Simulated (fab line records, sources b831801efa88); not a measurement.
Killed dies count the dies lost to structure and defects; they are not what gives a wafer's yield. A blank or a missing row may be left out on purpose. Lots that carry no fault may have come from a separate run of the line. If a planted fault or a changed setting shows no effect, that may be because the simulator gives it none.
Chamber matching -- flow sky130 -- 4 sister chambers for SKY_FIELD_ISO_CMP_27 on cmp-01
The step polishes, stops on Si3N4, t overpolish 16 s, target thk 457.8 nm. 8 wafers are shown with their chamber, then 9 later ones without.

== WAFERS, EACH WITH ITS CHAMBER ==
wafer,chamber,motor_current_A (A),time_to_endpoint_s (s)
L823.3,0,12.4,116
L825.1,1,10.7,107
L826.4,1,11.3,107
L827.1,2,13.1,107
L827.5,3,12.0,107
L828.2,2,13.0,109
L828.4,3,12.6,104
L828.6,0,12.8,112

== WAFERS WITHOUT THEIR CHAMBER ==
wafer,motor_current_A (A),time_to_endpoint_s (s)
L835.3,12.3,110
L835.4,10.7,112
L835.6,13.2,107
L837.1,13.0,114
L837.2,12.7,110
L837.4,10.9,109
L838.1,12.0,109
L838.3,13.0,114
L838.5,12.4,109

== WHICH CHAMBER EACH ONE RAN IN ==
wafer,from the rows above,in truth
L835.3,can't be placed: 0 or 3 or 2 or 1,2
L835.4,1,1
L835.6,2,2
L837.1,can't be placed: 0 or 2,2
L837.2,can't be placed: 2 or 0 or 3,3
L837.4,1,1
L838.1,can't be placed: 3 or 1 or 0 or 2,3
L838.3,can't be placed: 0 or 2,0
L838.5,can't be placed: 3 or 2 or 0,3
3 of 9 placed correctly. Not placeable from these rows: 6 (in 6, the candidates include the true chamber). Number placed wrongly: 0.
How it was worked out, from the rows above alone: a wafer's distance from a chamber is the root of the sum, over the readings, of the square of ((its reading less the chamber's mean) divided by the reading's scatter). If the next closest chamber is less than 2 further off than the closest, the wafer can't be placed; otherwise it belongs to the closest. Each chamber's mean is taken over the wafers shown for it. How the scatter is found: for the shown wafers, subtract from each reading the mean of its chamber, square and add these, divide the total by (wafers less chambers), then take the root.
